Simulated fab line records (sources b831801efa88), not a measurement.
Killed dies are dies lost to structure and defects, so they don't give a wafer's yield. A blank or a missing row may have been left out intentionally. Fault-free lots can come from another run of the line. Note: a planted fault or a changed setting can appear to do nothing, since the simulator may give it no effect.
The tool behind it: which one? :: flow gf180mcu :: 21 wafers from 7 lots sampled at 2 of the route's 602 steps

WHAT THE GAUGES READ, wafer by wafer
GF_SALICIDE_RS_MEAS_04: measurement is done with a four-point probe.
lot: L626
measured: day 15 23:16
on: film-metro-02
SALICIDE_TIN_RS (ohm/sq): 16.0 15.8 16.1

lot: L628
measured: day 16 20:57
on: film-metro-02
SALICIDE_TIN_RS (ohm/sq): 16.6 16.2 16.8

lot: L630
measured: day 17 20:50
on: film-metro-02
SALICIDE_TIN_RS (ohm/sq): 16.7 16.2 16.3

lot: L638
measured: day 20 15:19
on: film-metro-01
SALICIDE_TIN_RS (ohm/sq): 16.4 16.8 16.8

lot: L640
measured: day 21 03:34
on: film-metro-02
SALICIDE_TIN_RS (ohm/sq): 16.1 15.9 16.2

lot: L644
measured: day 22 10:47
on: film-metro-01
SALICIDE_TIN_RS (ohm/sq): 16.8 16.0 16.5

lot: L646
measured: day 23 07:14
on: film-metro-04
SALICIDE_TIN_RS (ohm/sq): 15.8 16.3 16.3

TOOL THAT RAN EACH LOT (tool first, then ch and the chambers of the sampled wafers, then the start)
lot: L626
GF_SALICIDE_SPUTTER_02: pvd-sputter-01, day 15 23:11

lot: L628
GF_SALICIDE_SPUTTER_02: pvd-sputter-04, day 16 20:53

lot: L630
GF_SALICIDE_SPUTTER_02: pvd-sputter-04, day 17 20:47

lot: L638
GF_SALICIDE_SPUTTER_02: pvd-sputter-02, day 20 15:16

lot: L640
GF_SALICIDE_SPUTTER_02: pvd-sputter-01, day 21 03:31

lot: L644
GF_SALICIDE_SPUTTER_02: pvd-sputter-01, day 22 10:39

lot: L646
GF_SALICIDE_SPUTTER_02: pvd-sputter-01, day 23 07:11
- GF_SALICIDE_SPUTTER_02: material Co, target thk 10 nm, time 20 s.

THE ANSWER, worked out from the rows above alone
Rule: the usual values come from the lots themselves. The widest of any qualifying gaps counts: lots, ordered by their means at a reading, are off when they make up no more than a third of the lots, leave a main group of 4 or more, and stand apart from it by 3 or more times the standard deviation of that group's means. The tables above print the reading to a certain number of digits; a main group whose means all agree to those digits is not used. A lot without any number at a reading at which 4 lots or more have one is off too. Where the step has rows for the other lots, those lots are counted as sound.
Nothing can be told from this: no lot is off at any reading shown.

WHAT THE SIMULATOR HAD PUT IN
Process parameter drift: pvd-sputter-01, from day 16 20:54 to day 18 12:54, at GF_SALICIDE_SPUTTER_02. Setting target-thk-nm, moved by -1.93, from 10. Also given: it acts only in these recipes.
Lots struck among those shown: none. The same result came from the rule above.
